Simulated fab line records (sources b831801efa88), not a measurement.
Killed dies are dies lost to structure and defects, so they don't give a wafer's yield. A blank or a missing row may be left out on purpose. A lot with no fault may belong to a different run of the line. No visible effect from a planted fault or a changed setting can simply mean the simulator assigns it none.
Which tool was responsible? ; flow sfq_line ; route of 325 steps, sampled at 1 step: 11 lots, 33 wafers

== WHAT THE GAUGES READ, wafer by wafer ==
No reading from a measuring or inspecting step in the record can be judged against a usual standard deviation.

== TOOL THAT RAN EACH LOT (tool first, then ch and the chambers of the sampled wafers, then the start) ==
lot;SFQ_TRILAYER_I4_CMP_CMP_100
L198;cmp-02 ch 0,1,2, day 44 04:44
L199;cmp-01 ch 0,1,2, day 44 09:28
L201;cmp-01 ch 1,3, day 45 12:32
L202;cmp-02 ch 0,1,3, day 52 05:01
L203;cmp-02 ch 0,1,3, day 52 10:04
L205;cmp-01 ch 0,2, day 52 12:46
L206;cmp-02 ch 1,2,3, day 52 14:53
L208;cmp-02 ch 0,1,3, day 53 14:45
L213;cmp-02 ch 0,1,3, day 54 08:09
L215;cmp-02 ch 2,3, day 54 19:56
L219;cmp-02 ch 0,1,2, day 55 06:27
- SFQ_TRILAYER_I4_CMP_CMP_100: polishes SiO2.

== WHAT THE TOOLS THEMSELVES READ (means of the sampled wafers that have a number; where no wafer has one, the mark that the record gives instead) ==
SFQ_TRILAYER_I4_CMP_CMP_100. Usual: motor_current_A 10.3 A, standard deviation 0.72; time_to_endpoint_s 205 s, standard deviation 7.7.
lot;tool;motor_current_A (A);time_to_endpoint_s (s);flag
L198;cmp-02;9.9;209;
L199;cmp-01;10.8;203;
L201;cmp-01;10.6;200;
L202;cmp-02;10.5;203;
L203;cmp-02;10.3;212;
L205;cmp-01;10.8;142;OFF
L206;cmp-02;9.7;203;
L208;cmp-02;10.4;205;
L213;cmp-02;9.8;209;
L215;cmp-02;9.3;216;
L219;cmp-02;9.7;215;

== THE ANSWER, worked out from the rows above alone ==
Rule: a lot is off if the mean of its wafers that have a number lies more than 3 standard deviations from the usual mean. A lot without any number at a reading at which 4 lots or more have one is off too. Where the step has rows for the other lots, those lots are counted as sound. Order of review: gauges by route order, followed by the tools' own readings, for which a lot's mean as printed above is used. At the first step where some lot is off, the reading lying furthest off is the one used; lots without a number count as furthest.
Off, at SFQ_TRILAYER_I4_CMP_CMP_100 on time_to_endpoint_s: L205.
If a tool, at that step or one of the process steps before it, ran each lot that is off and ran no sound lot following the first of them, it fits. One fits: cmp-01 at SFQ_TRILAYER_I4_CMP_CMP_100. A fault onset in the window from L201 (day 45 12:32, its last sound lot) to L205 (day 52 12:46, its first lot off) fits.
On the lots that are off, the tool's own readings at SFQ_TRILAYER_I4_CMP_CMP_100 differ by more than 5 times the standard deviation of the sound lots' means, which bears it out; time_to_endpoint_s reads 142 s there versus 208 s on the sound lots.

== WHAT THE SIMULATOR PUT IN ==
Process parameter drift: cmp-01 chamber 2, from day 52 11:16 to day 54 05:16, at SFQ_TRILAYER_I4_CMP_CMP_100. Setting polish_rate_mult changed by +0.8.
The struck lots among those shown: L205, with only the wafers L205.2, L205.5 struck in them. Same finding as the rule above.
